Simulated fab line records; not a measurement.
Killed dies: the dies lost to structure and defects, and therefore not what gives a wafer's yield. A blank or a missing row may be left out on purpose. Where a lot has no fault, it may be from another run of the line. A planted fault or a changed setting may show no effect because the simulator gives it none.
fab line records | flow sky130
[record] lots = 5 | wafers = 15 | lastDay = 50
route steps=708 shown METAL4@627 VIA4@639 PAD_OPEN@708
lots untouched by any fault: they come from a run of this same line in which no faults occurred
startH: the number of hours between the record's first day and the start of the first shown wafer of the lot | waitH: hours elapsed since this lot's preceding step | " same as the row above | L1.1+2: a single row standing in for several wafers | - no value present, or no start provided | * or withheld: withheld | < > ~ a bound
route shown NAME@n: a module of which the file shows steps, and the number in the route of the first | usual: mean/standard deviation taken from wafers without a fault | same: alike in all rows | chamber/n: place in a boat | sites: each site's reading | _std_site: the standard deviation of these | _edge_site: mean of outer sites minus mean of inner sites | radiusMm: for every site, how far away it sits from the centre of the wafer | mask NAME#n: copy n | behind: tool/chamber where the wafer was last shaped | hold: cause of the lot's hold/its duration in hours/its outcome | device: transistor that didn't switch, given as n, p or np | end of line: the same wafers' tests at the end of the route | step lacking rows: just its recipe | killed: dies that structure and defects cost at the first sort, which is not the same as the wafer's yield | map: dies across one wafer; x = killed, . = not, _ = none there
set.NAME: the run value of the setting; set.NAME@STEP: its run value at that earlier step | model.NAME: the simulator's own value behind a step, which no gauge read
lots at some steps of the route; a table a step, a row a wafer
services: the hour from which a tool's chamber was out of use, counted from the record's first day as startH (under 0 if before that day), plus the number of hours and why
[[steps]]
[step SKY_METAL4_PEB_11]
[recipe] pebTempC = withheld | pebTimeS = withheld | resist = KrF-thick
[step SKY_METAL4_DEVELOP_12]
[recipe] developTimeS = 60 | resist = KrF-thick | devTempC = 21
[step SKY_METAL4_CD_MEAS_13]
[recipe] targetCdNm = 300
[usual] cdNm = 300.1/1.5
lot.wafer | tool     | chamber | startH  | waitH | cdNm
L793.1    | cdSem-02 | -       | 983.17  | -     | 300.7
L793.4    | "        | -       | "       | "     | 303.2
L793.6    | "        | -       | "       | "     | 302.7
L798.1    | cdSem-02 | -       | 1020.93 | -     | 300.8
L798.2    | "        | -       | "       | "     | 300.4
L798.6    | "        | -       | "       | "     | 300.5
L808.2    | cdSem-01 | -       | 1094.34 | -     | 301.1
L808.5    | "        | -       | "       | "     | 303.6
L808.6    | "        | -       | "       | "     | 301.0
L813.1    | cdSem-01 | -       | 1114.28 | -     | 302.0
L813.2    | "        | -       | "       | "     | 300.4
L813.5    | "        | -       | "       | "     | 300.3
L814.1    | cdSem-01 | -       | 1124.93 | -     | 297.8
L814.4    | "        | -       | "       | "     | 298.8
L814.6    | "        | -       | "       | "     | 299.2
[step SKY_METAL4_OVL_MEAS_14]
[usual] METAL4_OVL = -8/5.9
lot.wafer | tool       | chamber | startH  | waitH | METAL4_OVL[nm]
L793.1    | overlay-01 | -       | 983.29  | 0.1   | -6
L793.4    | "          | -       | "       | "     | -6
L793.6    | "          | -       | "       | "     | -1
L798.1    | overlay-02 | -       | 1021.05 | 0.1   | -2
L798.2    | "          | -       | "       | "     | 1
L798.6    | "          | -       | "       | "     | 2
L808.2    | overlay-02 | -       | 1094.45 | 0.1   | -10
L808.5    | "          | -       | "       | "     | -10
L808.6    | "          | -       | "       | "     | -9
L813.1    | overlay-02 | -       | 1114.40 | 0.1   | -15
L813.2    | "          | -       | "       | "     | -13
L813.5    | "          | -       | "       | "     | -12
L814.1    | overlay-02 | -       | 1125.05 | 0.1   | 3
L814.4    | "          | -       | "       | "     | 0
L814.6    | "          | -       | "       | "     | 1
[step SKY_METAL4_DESCUM_15]
[recipe] chemistry = O2 | sourcePowerW = 150 | biasPowerW = 0 | pressureMtorr = 10 | tempC = 40 | timeS = 8
[usual] drypumpMotorCurrentA = 5.8/0.47 | heBacksideLeakSccm = 3.42/0.22 | oesProductAu = 0.999/0.012
lot.wafer | tool        | chamber | startH  | waitH | drypumpMotorCurrentA | heBacksideLeakSccm | oesProductAu | rfHoursCounterH
L793.1    | rieMetal-03 | 0       | 983.33  | 0.0   | 5.5                  | 3.43               | 1.005        | 3
L793.4    | "           | 0       | "       | "     | 5.4                  | 3.48               | 0.997        | -
L793.6    | "           | 0       | "       | "     | 5.4                  | 3.23               | 0.999        | -
L798.1    | rieMetal-03 | 1       | 1021.09 | 0.0   | 6.1                  | 3.28               | 1.013        | 16
L798.2    | "           | 0       | "       | "     | 5.4                  | 3.44               | 1.007        | 6
L798.6    | "           | 1       | "       | "     | 6.1                  | 3.08               | 0.999        | -
L808.2    | rieMetal-01 | 0       | 1094.48 | 0.0   | 5.5                  | 3.62               | 0.979        | 22
L808.5    | "           | 0       | "       | "     | 5.5                  | 3.61               | 0.988        | -
L808.6    | "           | 1       | "       | "     | 5.4                  | 3.24               | 0.976        | -
L813.1    | rieMetal-04 | 1       | 1114.43 | 0.0   | 6.7                  | 3.37               | 1.005        | 25
L813.2    | "           | 0       | "       | "     | 6.4                  | 3.56               | 1.008        | 23
L813.5    | "           | 1       | "       | "     | 6.7                  | 3.48               | 0.999        | -
L814.1    | rieMetal-04 | 1       | 1125.08 | 0.0   | 6.7                  | 3.45               | 1.004        | 25
L814.4    | "           | 0       | "       | "     | 6.4                  | 3.44               | 1.016        | -
L814.6    | "           | 1       | "       | "     | 6.8                  | 3.56               | 1.003        | -
[step SKY_METAL4_ETCH_16]
[recipe] chemistry = N2/H2 | target = BARC | ionEnergyEv = 200 | biasW = 100 | pressureMtorr = 30 | n2FlowSccm = 100 | h2FlowSccm = 200 | icpW = 500 | stopOn = SiO2 | timeS = 88.2 | targetDepthA = 600
[usual] drypumpMotorCurrentA = 5.8/0.48 | heBacksideLeakSccm = 3.4/0.31 | oesProductAu = 0.626/0.005 | throttleValvePct = 13.204/0.0097
lot.wafer | tool        | chamber | startH  | waitH | drypumpMotorCurrentA | heBacksideLeakSccm | oesProductAu | rfHoursCounterH | throttleValvePct
L793.1    | rieMetal-03 | 0       | 983.36  | 0.0   | 5.4                  | 3.7                | 0.638        | 3               | 13.212
L793.4    | "           | 0       | "       | "     | 5.4                  | 3.7                | 0.628        | -               | 13.211
L793.6    | "           | 0       | "       | "     | 5.4                  | 3.5                | 0.617        | -               | 13.208
L798.1    | rieMetal-03 | 1       | 1021.12 | 0.0   | 6.1                  | 3.0                | 0.627        | 16              | 13.194
L798.2    | "           | 0       | "       | "     | 5.4                  | 3.6                | 0.634        | 6               | 13.195
L798.6    | "           | 1       | "       | "     | 6.1                  | 3.3                | 0.633        | -               | 13.207
L808.2    | rieMetal-01 | 0       | 1094.51 | 0.0   | 5.5                  | 3.5                | 0.622        | 22              | 13.215
L808.5    | "           | 0       | "       | "     | 5.5                  | 3.4                | 0.623        | -               | 13.194
L808.6    | "           | 1       | "       | "     | 5.4                  | 3.2                | 0.620        | -               | 13.209
L813.1    | rieMetal-04 | 1       | 1114.46 | 0.0   | 6.8                  | 3.7                | 0.629        | 25              | 13.207
L813.2    | "           | 0       | "       | "     | 6.4                  | 3.7                | 0.619        | 23              | 13.184
L813.5    | "           | 1       | "       | "     | 6.7                  | 3.7                | 0.615        | -               | 13.212
L814.1    | rieMetal-04 | 1       | 1125.11 | 0.0   | 6.7                  | 3.5                | 0.629        | 25              | 13.210
L814.4    | "           | 0       | "       | "     | 6.4                  | 3.6                | 0.623        | -               | 13.190
L814.6    | "           | 1       | "       | "     | 6.8                  | 3.5                | 0.616        | -               | 13.204
[step SKY_METAL4_ETCH_17]
[recipe] target = SiO2 | stopOn = TiN | chemistry = C4F8/O2/Ar | sourceW = 1500 | biasW = 1200 | pressureMtorr = 40 | c4f8FlowSccm = withheld | O2_flow_sccm = 6 | Ar_flow_sccm = 300 | timeS = 3.9 | targetDepthA = 150
[step SKY_METAL4_METAL_ETCH_18]
[recipe] targetDepthA = 8450 | stopOn = SiO2 | overEtchFrac = 0.3 | timeS = 183.1 | chemistry = Cl2/BCl3 | resistSidewallDeg = 88 | pressureMtorr = 10 | icpW = 900 | biasW = 48.5 | Cl2_flow_sccm = 60 | bcl3FlowSccm = 30
[usual] drypumpMotorCurrentA = 5.8/0.48 | heBacksideLeakSccm = 3.41/0.19 | oesProductAu = 0.865/0.0071 | throttleValvePct = 22.265/0.0099
lot.wafer | tool        | chamber | startH  | waitH | drypumpMotorCurrentA | heBacksideLeakSccm | oesProductAu | rfHoursCounterH | throttleValvePct
L793.1    | rieMetal-01 | 0       | 983.48  | 0.0   | 5.5                  | 3.52               | 0.861        | 15              | 22.267
L793.4    | "           | 1       | "       | "     | 5.4                  | 3.24               | 0.872        | -               | 22.276
L793.6    | "           | 0       | "       | "     | 5.5                  | 3.52               | 0.857        | -               | 22.270
L798.1    | rieMetal-01 | 1       | 1021.24 | 0.0   | 5.3                  | 3.35               | 0.863        | 22              | 22.274
L798.2    | "           | 0       | "       | "     | 5.5                  | 3.67               | 0.865        | 17              | 22.251
L798.6    | "           | 1       | "       | "     | 5.3                  | 3.41               | 0.869        | -               | 22.263
L808.2    | rieMetal-03 | 1       | 1094.63 | 0.0   | 6.1                  | 3.12               | 0.864        | 21              | 22.258
L808.5    | "           | 1       | "       | "     | 6.1                  | 3.13               | 0.864        | -               | 22.267
L808.6    | "           | 0       | "       | "     | 5.4                  | 3.69               | 0.854        | -               | 22.270
L813.1    | rieMetal-01 | 1       | 1114.58 | 0.0   | 5.3                  | 3.33               | 0.872        | 29              | 22.268
L813.2    | "           | 0       | "       | "     | 5.5                  | 3.50               | 0.866        | 24              | 22.265
L813.5    | "           | 0       | "       | "     | 5.5                  | 3.47               | 0.869        | -               | 22.265
L814.1    | rieMetal-01 | 1       | 1125.23 | 0.0   | 5.3                  | 3.32               | 0.879        | 30              | 22.259
L814.4    | "           | 1       | "       | "     | 5.3                  | 3.35               | 0.875        | -               | 22.269
L814.6    | "           | 1       | "       | "     | 5.4                  | 3.56               | 0.876        | -               | 22.271
[step SKY_METAL4_STRIP_19]
[recipe] chemistry = O2/N2 | powerW = 1400 | pressureMtorr = 1500 | platenTempC = withheld | o2FlowSccm = 3000 | n2FlowSccm = 300 | overashFraction = 0.5
[usual] drypumpMotorCurrentA = 5.7/0.39 | oesProductAu = 0.503/0.0067 | stripTimeToEndpointS = 6.55/0.096
lot.wafer | tool           | chamber | startH  | waitH | drypumpMotorCurrentA | oesProductAu | rfHoursCounterH | stripTimeToEndpointS
L793.1    | plasmaAsher-04 | 0       | 983.66  | 0.1   | 6.0                  | 0.503        | 22              | 6.57
L793.4    | "              | 0       | "       | "     | 6.0                  | 0.508        | -               | 6.71
L793.6    | "              | 0       | "       | "     | 6.0                  | 0.499        | -               | 6.56
L798.1    | plasmaAsher-02 | 0       | 1021.41 | 0.1   | 6.3                  | 0.505        | 89              | 6.63
L798.2    | "              | 1       | "       | "     | 5.2                  | 0.514        | 89              | 6.52
L798.6    | "              | 1       | "       | "     | 5.2                  | 0.507        | -               | 6.60
L808.2    | plasmaAsher-02 | 0       | 1094.80 | 0.1   | 6.3                  | 0.499        | 97              | 6.48
L808.5    | "              | 1       | "       | "     | 5.2                  | 0.505        | -               | 6.58
L808.6    | "              | 0       | "       | "     | 6.3                  | 0.493        | -               | 6.47
L813.1    | plasmaAsher-02 | 0       | 1114.76 | 0.1   | 6.3                  | 0.496        | 99              | 6.67
L813.2    | "              | 1       | "       | "     | 5.2                  | 0.499        | 99              | 6.54
L813.5    | "              | 0       | "       | "     | 6.2                  | 0.496        | -               | 6.51
L814.1    | plasmaAsher-01 | 1       | 1125.59 | 0.3   | 5.8                  | 0.511        | 71              | 6.69
L814.4    | "              | 0       | "       | "     | 5.5                  | 0.513        | -               | 6.74
L814.6    | "              | 0       | "       | "     | 5.5                  | 0.507        | -               | 6.68
[step SKY_METAL4_STRIP_20]
[recipe] chemistry = postEtchResidueRemover | timeS = 1200 | tempC = 72.5
[step SKY_METAL4_CLEAN_21]
[recipe] chemistry = IPA | timeS = 180 | tempC = 25
[step SKY_METAL4_CLEAN_22]
[recipe] chemistry = O3/DIW | dry = n2Spin
[step SKY_VIA4_HDPCVD_00]
[recipe] material = SiO2 | targetThkNm = 1750 | sigmaOpenFrac = 0.3 | timeS = 291.7 | tempC = 400 | sih4FlowSccm = 60 | pressureMtorr = 6
[usual] pressureMtorr = 5.999/0.012 | runLengthS = 319.5/0.73 | sih4FlowSccm = 60.03/0.18
lot.wafer | tool      | chamber | startH  | waitH | pressureMtorr | runLengthS | sih4FlowSccm | model.SiO2_of_VIA4_HDPCVD_00.thkNm
L793.1    | hdpcvd-02 | 2       | 984.31  | 0.0   | 5.993         | 319.1      | 60.33        | 1771
L793.4    | "         | 0       | "       | "     | 6.003         | 319.5      | 59.82        | 1726
L793.6    | "         | 2       | "       | "     | 6.015         | 319.0      | 60.24        | 1753
L798.1    | hdpcvd-01 | 2       | 1022.01 | 0.0   | 6.009         | 319.9      | 60.15        | 1730
L798.2    | "         | 0       | "       | "     | 5.989         | 318.9      | 60.51        | 1720
L798.6    | "         | 0       | "       | "     | 5.999         | 318.7      | 60.15        | 1713
L808.2    | hdpcvd-01 | 1       | 1095.40 | 0.0   | 6.000         | 319.6      | 60.09        | 1745
L808.5    | "         | 1       | "       | "     | 5.991         | 442.1      | 59.93        | 2483
L808.6    | "         | 0       | "       | "     | 5.991         | 440.9      | 60.08        | 2466
L813.1    | hdpcvd-02 | 1       | 1115.41 | 0.0   | 6.004         | 320.6      | 59.96        | 1749
L813.2    | "         | 0       | "       | "     | 5.977         | 319.0      | 59.99        | 1741
L813.5    | "         | 2       | "       | "     | 5.983         | 318.6      | 59.74        | 1750
L814.1    | hdpcvd-02 | 1       | 1126.21 | 0.0   | 6.019         | 320.3      | 59.92        | 1774
L814.4    | "         | 1       | "       | "     | 6.006         | 321.1      | 60.06        | 1772
L814.6    | "         | 2       | "       | "     | 6.001         | 318.8      | 60.20        | 1776
[step SKY_VIA4_THK_MEAS_01]
[recipe] reads = SiO2_of_VIA4_HDPCVD_00
[usual] VIA4_HDPCVD_THK = 1744/16
lot.wafer | tool         | chamber | startH  | waitH | VIA4_HDPCVD_THK[nm]
L793.1    | filmMetro-04 | -       | 984.49  | 0.1   | 1771
L793.4    | "            | -       | "       | "     | 1725
L793.6    | "            | -       | "       | "     | 1753
L798.1    | filmMetro-04 | -       | 1022.18 | 0.1   | 1731
L798.2    | "            | -       | "       | "     | 1720
L798.6    | "            | -       | "       | "     | 1714
L808.2    | filmMetro-04 | -       | 1095.59 | 0.1   | 1743
L808.5    | "            | -       | "       | "     | 2481
L808.6    | "            | -       | "       | "     | 2465
L813.1    | filmMetro-04 | -       | 1115.59 | 0.1   | 1749
L813.2    | "            | -       | "       | "     | 1741
L813.5    | "            | -       | "       | "     | 1749
L814.1    | filmMetro-01 | -       | 1126.39 | 0.1   | 1775
L814.4    | "            | -       | "       | "     | 1770
L814.6    | "            | -       | "       | "     | 1776
[step SKY_VIA4_CMP_02]
[recipe] material = SiO2 | downForcePsi = 4 | platenRpm = 60 | padVelocityMS = 0.94248
[usual] motorCurrentA = 11.1/1 | platenRpm = 60.00/0.04
lot.wafer | tool   | chamber | startH  | waitH | motorCurrentA | platenRpm
L793.4    | cmp-01 | 3       | 984.65  | 0.1   | 11.8          | 60.06
L793.1    | "      | 0       | "       | "     | 10.7          | 60.04
L793.6    | "      | 2       | "       | "     | 11.2          | 60.01
L798.1    | cmp-01 | 3       | 1022.29 | 0.1   | 10.8          | 59.93
L798.2    | "      | 1       | "       | "     | 12.7          | 60.03
L798.6    | "      | 2       | "       | "     | 10.9          | 59.97
L808.2    | cmp-02 | 2       | 1095.64 | 0.0   | 9.7           | 59.98
L808.5    | "      | 2       | "       | "     | 9.6           | 59.98
L808.6    | "      | 3       | "       | "     | 10.4          | 60.01
L813.2    | cmp-02 | 0       | 1115.70 | 0.1   | 10.4          | 59.93
L813.1    | "      | 2       | "       | "     | 9.8           | 59.97
L813.5    | "      | 3       | "       | "     | 11.1          | 59.96
L814.1    | cmp-01 | 3       | 1126.55 | 0.1   | 11.1          | 59.96
L814.4    | "      | 0       | "       | "     | 10.2          | 60.00
L814.6    | "      | 2       | "       | "     | 10.7          | 59.97
[step SKY_PAD_OPEN_PROBE_99]
[usual] defectLimitedYield = 82.4/1.9 | killed_at_M0_to_M3 = 44/7.5 | killed_at_M4_up = 3.2/1.9 | killedAtContacts = 23/4.7 | killedAtFrontEnd = 15/4.7 | killedAtOther = 0.4/0.66 | killedDies = 87/9.3 | killedOpen = 47/7.2 | killedShort = 39/6.5 | sort_bin_3_pad_short = 0.8/0.39 | sort_bin_5_function = 10.5/1.4 | sort_bin_6_memory = 6.3/1.2 | sortNPass = 405/9.3 | sortYieldPct = 82.4/1.9
[same] grossDies = 492 | killedAtBackSide = 0 | sort_bin_4_leakage[%] = 0 | sort_bin_8_speed[%] = 0
lot.wafer | tool      | chamber | startH  | waitH | defectLimitedYield[%] | killed_at_M0_to_M3 | killed_at_M4_up | killedAtContacts | killedAtFrontEnd | killedAtOther | killedDies | killedOpen | killedShort | sort_bin_3_pad_short[%] | sort_bin_5_function[%] | sort_bin_6_memory[%] | sortNPass | sortYieldPct[%]
L808.2    | prober-01 | -       | 1174.41 | 0.1   | 80.9                  | 41                 | 4               | 26               | 23               | 0             | 94         | 60         | 34          | 1.0                     | 11.0                   | 7.1                  | 398       | 80.9
L808.5    | prober-01 | -       | 1174.56 | 0.2   | 83.1                  | 45                 | 2               | 20               | 16               | 0             | 83         | 47         | 35          | 0.6                     | 8.9                    | 7.3                  | 409       | 83.1
L808.6    | prober-01 | -       | 1174.61 | 0.2   | 83.9                  | 49                 | 1               | 21               | 7                | 1             | 79         | 46         | 33          | 1.0                     | 9.1                    | 5.9                  | 413       | 83.9
// killed by level:class
L808.2 FIELD_ISO:geometricParticle:open=10 CONTACT:geometricParticle:open=9 VIA1:geometricParticle:open=9 VIA2:geometricParticle:open=9 VIA3:geometricParticle:open=8 LI_CONTACT:geometricParticle:open=7 LI_CONTACT:geometricParticle:short=5 FIELD_ISO:geometricParticle:short=4
L808.5 VIA1:geometricParticle:open=9 VIA3:geometricParticle:open=8 LI_CONTACT:geometricParticle:open=7 VIA2:geometricParticle:open=6 POLY_GATE:geometricParticle:open=5 LOCAL_INTERCONNECT:geometricParticle:short=5 METAL2:geometricParticle:short=5 FIELD_ISO:geometricParticle:open=4
L808.6 VIA1:geometricParticle:open=9 CONTACT:geometricParticle:open=9 VIA2:geometricParticle:open=7 VIA3:geometricParticle:open=6 VIA1:geometricParticle:short=5 METAL2:geometricParticle:short=5 VIA2:geometricParticle:short=5 LI_CONTACT:geometricParticle:open=4
[[services]]
tool           | chamber | startH  | hours | kind
hdpcvd-01      | 0       | 965.25  | -     | clean
plasmaAsher-01 | -       | 966.95  | 3.2   | repair
hdpcvd-01      | -       | 978.83  | 1.6   | repair
rieMetal-04    | -       | 984.40  | 0.2   | repair
cmp-01         | -       | 987.58  | 1.1   | repair
rieMetal-04    | -       | 1001.93 | 2.8   | pm
rieMetal-04    | -       | 1010.97 | 14.6  | pm
cmp-01         | -       | 1019.55 | 2.6   | repair
rieMetal-01    | -       | 1021.74 | 0.5   | repair
hdpcvd-01      | 0       | 1025.57 | 11.5  | repair
hdpcvd-01      | -       | 1040.34 | 6.0   | pm
cmp-02         | -       | 1051.79 | 0.3   | repair
rieMetal-03    | -       | 1069.58 | 1.2   | repair
cmp-02         | -       | 1070.05 | 4.0   | pm
hdpcvd-02      | -       | 1086.91 | 0.7   | repair
hdpcvd-02      | -       | 1094.84 | 2.8   | pm
cmp-01         | -       | 1095.65 | 4.8   | pm
cmp-02         | -       | 1100.64 | 0.6   | repair
rieMetal-03    | -       | 1106.00 | 1.9   | repair
cmp-01         | -       | 1111.16 | 7.6   | pm
rieMetal-01    | 0       | 1115.08 | -     | clean
rieMetal-01    | 0       | 1115.08 | -     | consumableReplace:focusRing
rieMetal-01    | 0       | 1115.08 | 16.3  | scheduledDown
rieMetal-01    | 0       | 1115.08 | 16.3  | ventCycle
[[key]]
[firstSign] step = SKY_VIA4_HDPCVD_00 | reading = runLengthS | direction = up | sigmas = 99+ | usual = * | struck = *
[effect] step = SKY_VIA4_THK_MEAS_01 | reading = VIA4_HDPCVD_THK | direction = up | sigmas = 47 | usual = 1744 | struck = 2473
[modelEffect] step = SKY_VIA4_HDPCVD_00 | value = SiO2_of_VIA4_HDPCVD_00.thkNm | without = 1739 | struck = 2474
metAt SKY_VIA4_HDPCVD_00
struckWafers L808.5,L808.6
onsetBetween 1022.01 1095.40
[fault] kind = processParameterDrift | tool = hdpcvd-01 | chamber = - | onsetH = 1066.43 | steps = SKY_VIA4_HDPCVD_00 | channel = timeS | offset = * | shape = step | endH = 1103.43 | scope = struckWafersOnly | actsIn = * | stated = *
